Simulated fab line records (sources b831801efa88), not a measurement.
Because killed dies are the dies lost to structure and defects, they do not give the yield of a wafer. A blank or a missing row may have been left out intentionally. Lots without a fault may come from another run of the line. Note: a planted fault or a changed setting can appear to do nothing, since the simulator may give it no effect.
What tool caused it? :: flow gf180mcu :: 9 lots, 27 wafers sampled, at 2 steps of a route of 602

WHAT THE GAUGES SHOWED, per wafer
GF_STI_THK_MEAS_02.
lot: L306
measured: day 1 11:32
on: film_metro-02
STI_OXIDATION_THK (nm): 10.38 10.61 10.55

lot: L307
measured: day 1 16:41
on: film_metro-02
STI_OXIDATION_THK (nm): 10.65 10.57 10.67

lot: L308
measured: day 1 22:05
on: film_metro-04
STI_OXIDATION_THK (nm): 10.48 10.19 10.25

lot: L309
measured: day 2 02:31
on: film_metro-04
STI_OXIDATION_THK (nm): 10.58 10.56 10.37

lot: L310
measured: day 2 08:26
on: film_metro-04
STI_OXIDATION_THK (nm): 10.94 10.67 10.79

lot: L312
measured: day 2 17:40
on: film_metro-04
STI_OXIDATION_THK (nm): 10.78 10.57 10.79

lot: L319
measured: day 4 04:31
on: film_metro-02
STI_OXIDATION_THK (nm): 8.94 9.01 9.10

lot: L320
measured: day 4 09:53
on: film_metro-02
STI_OXIDATION_THK (nm): 8.96 9.03 9.01

lot: L321
measured: day 4 14:32
on: film_metro-02
STI_OXIDATION_THK (nm): 10.32 10.50 10.41

EACH LOT AND THE TOOL THAT RAN IT (in order: tool; ch and the chambers of the sampled wafers; start)
lot: L306
GF_STI_OXIDATION_01: furnace-01 ch 0, day 1 10:08

lot: L307
GF_STI_OXIDATION_01: furnace-01 ch 0, day 1 15:17

lot: L308
GF_STI_OXIDATION_01: furnace-01 ch 0, day 1 20:41

lot: L309
GF_STI_OXIDATION_01: furnace-01 ch 0, day 2 01:07

lot: L310
GF_STI_OXIDATION_01: furnace-02 ch 0, day 2 07:03

lot: L312
GF_STI_OXIDATION_01: furnace-02 ch 0, day 2 16:16

lot: L319
GF_STI_OXIDATION_01: furnace-01 ch 0, day 4 03:07

lot: L320
GF_STI_OXIDATION_01: furnace-01 ch 0, day 4 08:29

lot: L321
GF_STI_OXIDATION_01: furnace-02 ch 0, day 4 13:07
- GF_STI_OXIDATION_01: stabilise 600 s, purge 300 s, target thk 10 nm.

THE ANSWER, worked out from the rows above alone
Rule: what is usual is taken from the lots themselves. Put in order of their means at a reading, lots are off if they are a third of the lots or fewer, leave a main group of 4 or more, and stand apart from it by a gap of 3 or more times the standard deviation of the main group's means; of several such gaps the widest counts. If all means in a main group match to the digits the tables above print for the reading, that group is not used. A lot without any number at a reading at which 4 lots or more have one is off too. All remaining lots with rows at the step are treated as sound.
Off: L319, L320, seen at GF_STI_THK_MEAS_02 (STI_OXIDATION_THK). Mean 10.55 nm and standard deviation 0.16 in the main group.
If a tool, at a process step before that reading, ran all the lots that are off and no sound lot after the first of them, it fits. Those tools and the gauges at GF_STI_THK_MEAS_02 are tried in the same way. One fits: GF_STI_OXIDATION_01 on furnace-01. A fault onset in the window from L309 (day 2 01:07, its last sound lot) to L319 (day 4 03:07, its first lot off) fits.

WHAT HAD BEEN PUT IN BY THE SIMULATOR
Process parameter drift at GF_STI_OXIDATION_01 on furnace-01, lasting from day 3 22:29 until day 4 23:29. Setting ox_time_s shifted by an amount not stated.
Shown lots that were struck: L319, L320. The rule above found the same.
